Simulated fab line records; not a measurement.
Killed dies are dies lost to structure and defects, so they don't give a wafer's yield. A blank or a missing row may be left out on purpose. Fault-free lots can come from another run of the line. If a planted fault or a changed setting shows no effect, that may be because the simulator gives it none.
A lot that was struck, set against a sound lot ; flow sky130 ; 15 out of 708 route steps
Sound: these wafers, L242.1, L242.2, L242.3. Wafers L234.4, L234.5, L234.6 were the ones struck. The cause is given at the end.
Each step with rows lists, per side, the tool, then ch with its chambers, then its first start. Under that, the readings that differ: sound wafers ; struck wafers ; difference of the means ; sigmas: that difference in standard deviations of wafers without a fault.
alike: readings with means less than 2 such deviations apart, plus words and numbers identical on both sides. not compared: withheld readings, readings lacking a value on some wafer, bounds such as >300 that could conceal the same value, and numbers that have no deviation in the record and whose values overlap.
A row with sigmas, a row that says differs or no value, or rows on one side alone: a step with any of these is where the two part. When numbers do not overlap yet have no deviation, they are printed without sigmas and do not part them. Lack of a reading on every wafer of one side parts them only where that side has two or more wafers.

first, 3 steps without rows for these wafers: SKY_SONOS_TUNNEL_EXPOSE_04 (exposes mask TUNM, target cd 410 nm); SKY_SONOS_TUNNEL_PEB_05; SKY_SONOS_TUNNEL_DEVELOP_06 (develop time 60 s).
SKY_SONOS_TUNNEL_CD_MEAS_07: the cd target is 410 nm.
  sound on cd-sem-02, day 17 21:41; struck on cd-sem-02, day 15 07:06
  alike: cd-nm
SKY_SONOS_TUNNEL_OVL_MEAS_08:
  sound on overlay-02, day 17 21:49; struck on overlay-02, day 15 07:11
  alike: SONOS_TUNNEL_OVL
then, 3 steps without rows for these wafers: SKY_SONOS_TUNNEL_IMPLANT_09; SKY_SONOS_TUNNEL_WET_ETCH_10 (etches SiO2 in dHF, target depth 14 nm, time 280 s); SKY_SONOS_TUNNEL_STRIP_11 (strips in SPM, time 600 s).
SKY_SONOS_TUNNEL_TW_MEAS_12:
  sound on film-metro-02, day 17 22:17; struck on film-metro-04, day 15 07:38
  alike: SONOS_TUNNEL_TW
then, 2 steps without rows for these wafers: SKY_SONOS_TUNNEL_CLEAN_13 (cleans in dHF, time 20 s); SKY_SONOS_ONO_OXIDATION_00 (stabilise 600 s, purge 300 s, target thk 2.6 nm).
SKY_SONOS_ONO_THK_MEAS_01:
  sound on film-metro-02, day 18 01:35; struck on film-metro-02, day 15 09:04
  alike: SONOS_ONO_OXIDATION_THK
SKY_SONOS_ONO_CVD_02: deposits Si3N4 from DCS/NH3, target thk 10.5 nm, time 180 s.
  sound on lpcvd-02 ch 0, day 18 01:38; struck on lpcvd-02 ch 1, day 15 09:05
reading;sound;struck;difference;sigmas
spike-tc-bottom-C (C);791.5 791.7 791.2;821.0 822.3 821.5;+30.1;+19
spike-tc-centre-C (C);770.8 770.4 770.5;802.2 801.8 801.0;+31.1;+26
spike-tc-lower-C (C);770.2 768.0 768.2;804.6 804.2 803.1;+35.2;+22
spike-tc-top-C (C);787.5 789.8 786.6;815.4 816.0 815.7;+27.7;+12
spike-tc-upper-C (C);773.0 770.8 770.9;802.4 801.3 800.2;+29.7;+21
susceptor-temp-C (C);769.7 769.7 769.4;802.7 802.4 802.5;+32.9;+94
zone-power-lower-pct (%);13.8 13.7 13.8;15.5 15.7 15.3;+1.7;+5
model.Si3N4_of_SONOS_ONO_CVD_02.thk-nm (nm);10.58 10.55 10.58;18.44 18.41 18.4;+7.85;
  alike: zone-power-upper-pct
SKY_SONOS_ONO_THK_MEAS_03:
  sound on film-metro-04, day 18 02:41; struck on film-metro-02, day 15 10:23
reading;sound;struck;difference;sigmas
SONOS_ONO_CVD_02_THK (nm);10.63 10.57 10.57;18.46 18.40 18.43;+7.84;+49
  not compared: hold
SKY_PAD_OPEN_PROBE_99:
  the record holds rows for the sound wafers here (prober-01, day 50 13:47) but none for the struck ones

WHERE THEY PART
Earliest at SKY_SONOS_ONO_CVD_02; latest, in this record, at SKY_PAD_OPEN_PROBE_99.

WHY: the cause the simulator had injected
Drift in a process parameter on lpcvd-02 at SKY_SONOS_ONO_CVD_02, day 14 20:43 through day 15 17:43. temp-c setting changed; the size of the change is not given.
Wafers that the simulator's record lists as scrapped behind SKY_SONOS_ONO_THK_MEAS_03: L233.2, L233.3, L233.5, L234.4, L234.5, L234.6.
